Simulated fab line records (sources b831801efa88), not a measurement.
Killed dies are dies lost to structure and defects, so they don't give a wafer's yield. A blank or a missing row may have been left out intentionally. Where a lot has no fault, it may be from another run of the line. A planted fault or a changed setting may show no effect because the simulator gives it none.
What tool caused it?	flow gf180mcu	6 lots with 18 wafers sampled at 3 steps, on a route of 602 steps

WHAT THE GAUGES SHOWED, per wafer
GF_SALICIDE_THK_MEAS_05: measures by xrf.
lot	measured	on	SALICIDE_TIN_THK (nm)
L809	day 15 11:09	filmMetro-03	19.3 19.3 19.3
L811	day 16 02:46	filmMetro-04	20.3 20.1 20.2
L814	day 17 10:08	filmMetro-03	20.0 19.9 20.0
L822	day 20 06:14	filmMetro-04	19.5 19.6 19.8
L824	day 20 16:16	filmMetro-03	18.5 18.7 18.8 18.6 18.6 18.8
L828	day 21 21:16	filmMetro-01	19.4 19.7 19.1

TOOL THAT RAN EACH LOT (tool first, then ch and the chambers of the sampled wafers, then the start)
lot	GF_HV_LDD_RTA_52	GF_SALICIDE_SPUTTER_03
L809	rtpAnneal-02 ch 0, day 12 16:52	pvdSputter-03, day 15 10:59
L811	rtpAnneal-01 ch 0, day 13 08:13	pvdSputter-01, day 16 02:36
L814	rtpAnneal-02 ch 0, day 14 14:03	pvdSputter-01, day 17 09:59
L822	rtpAnneal-01 ch 0, day 16 20:13	pvdSputter-03, day 20 06:04
L824	rtpAnneal-02 ch 0, day 17 10:14	pvdSputter-01, day 20 16:07
L828	rtpAnneal-02 ch 0, day 18 16:10	pvdSputter-02, day 21 21:07
- GF_HV_LDD_RTA_52: time 10 s.
- GF_SALICIDE_SPUTTER_03: material TiN, target thk 20 nm, time 16.7 s.

THE ANSWER, worked out from the rows above alone
Rule: what is usual is taken from the lots themselves. The widest of any qualifying gaps counts: lots, ordered by their means at a reading, are off when they make up no more than a third of the lots, leave a main group of 4 or more, and stand apart from it by 3 or more times the standard deviation of that group's means. The tables above print the reading to a certain number of digits; a main group whose means all agree to those digits is not used. Also off: a lot with no number at a reading for which 4 or more lots have one. Where the step has rows for the other lots, those lots are counted as sound.
No lot is off on any of the readings shown, so nothing can be concluded from this.

WHAT HAD BEEN PUT IN BY THE SIMULATOR
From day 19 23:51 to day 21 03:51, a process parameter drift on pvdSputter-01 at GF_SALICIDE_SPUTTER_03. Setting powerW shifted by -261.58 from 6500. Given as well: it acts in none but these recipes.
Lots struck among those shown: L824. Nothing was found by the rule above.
